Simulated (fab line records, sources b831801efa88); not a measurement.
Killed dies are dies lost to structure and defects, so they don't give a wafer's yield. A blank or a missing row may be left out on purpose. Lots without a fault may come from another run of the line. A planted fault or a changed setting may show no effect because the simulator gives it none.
Which tool did it? | flow sky130 | 6 lots, 18 wafers sampled, at 1 step of a route of 708

WHAT THE GAUGES READ, wafer by wafer
SKY_POLY_CUT_CD_MEAS_08: target cd 270 nm.
lot  | measured     | on        | cd_nm (nm)
L391 | day 25 17:50 | cd_sem-01 | 268.4 268.3 267.4
L397 | day 27 21:43 | cd_sem-02 | 272.9 271.4 271.4
L400 | day 28 23:04 | cd_sem-02 | 266.2 266.8 267.2
L402 | day 29 15:04 | cd_sem-01 | 269.3 269.8 270.4
L407 | day 30 23:51 | cd_sem-02 | 267.8 268.7 268.2
L410 | day 31 19:55 | cd_sem-02 | 270.4 270.8 271.2

WHICH TOOL RAN EACH LOT (tool, then ch and the chambers of the sampled wafers, then the start)
The record holds no process step before these readings.

THE ANSWER, worked out from the rows above alone
Rule: what is usual is taken from the lots themselves. Put in order of their means at a reading, lots are off if they are a third of the lots or fewer, leave a main group of 4 or more, and stand apart from it by a gap of 3 or more times the standard deviation of the main group's means; of several such gaps the widest counts. A main group whose means are all the same, to the digits that the tables above print for the reading, isn't used. A lot without any number at a reading at which 4 lots or more have one is off too. The other lots that the step has rows for count as sound.
No lot is off at any reading shown: from this, nothing can be told.

WHAT THE SIMULATOR HAD PUT IN
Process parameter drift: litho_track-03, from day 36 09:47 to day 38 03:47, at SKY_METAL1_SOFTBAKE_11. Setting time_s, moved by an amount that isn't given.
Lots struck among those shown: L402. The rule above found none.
